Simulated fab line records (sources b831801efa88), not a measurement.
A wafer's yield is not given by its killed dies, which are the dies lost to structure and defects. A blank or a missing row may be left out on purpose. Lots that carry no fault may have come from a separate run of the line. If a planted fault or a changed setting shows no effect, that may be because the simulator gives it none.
Matching of chambers    flow gf180mcu    4 sister chambers for GF_POLY_GATE_ETCH_13 on rieSi-01
The step etches poly-Si in HBr/Cl2, stops on SiO2, target depth 198.5 nm, time 69.6 s. 8 wafers are shown with their chamber, then 7 later ones without.

WAFERS WITH THEIR CHAMBER
wafer   chamber  drypumpMotorCurrentA (A)  oesProductAu (a.u.)
L712.2  1        5.7                       0.980
L714.1  0        5.6                       0.986
L714.3  2        5.5                       0.981
L715.1  0        5.6                       1.000
L715.3  1        5.7                       0.995
L715.4  3        6.3                       0.998
L717.3  3        6.3                       0.990
L717.4  2        5.6                       0.973

WAFERS WHOSE CHAMBER IS MISSING
wafer   drypumpMotorCurrentA (A)  oesProductAu (a.u.)
L717.5  5.5                       0.979
L720.4  5.7                       0.986
L720.5  5.6                       0.995
L720.6  6.3                       0.989
L726.1  6.3                       0.989
L727.3  5.7                       0.992
L727.5  5.6                       1.002

THE CHAMBER EACH PASSED THROUGH
wafer   from the rows above      in truth
L717.5  can't be placed: 2 or 0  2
L720.4  1                        1
L720.5  0                        0
L720.6  3                        3
L726.1  3                        3
L727.3  1                        1
L727.5  0                        0
Correctly placed: 6 of 7. These rows do not allow placing 1 (true chamber among the candidates in 1). 0 placed wrongly.
How it was worked out, from the rows above alone: a wafer's distance from a chamber is the root of the sum, over the readings, of the square of ((its reading less the chamber's mean) divided by the reading's scatter). If the next closest chamber is less than 2 further off than the closest, the wafer can't be placed; otherwise it belongs to the closest. The mean given for a chamber averages the wafers shown for that chamber. How the scatter is found: for the shown wafers, subtract from each reading the mean of its chamber, square and add these, divide the total by (wafers less chambers), then take the root.
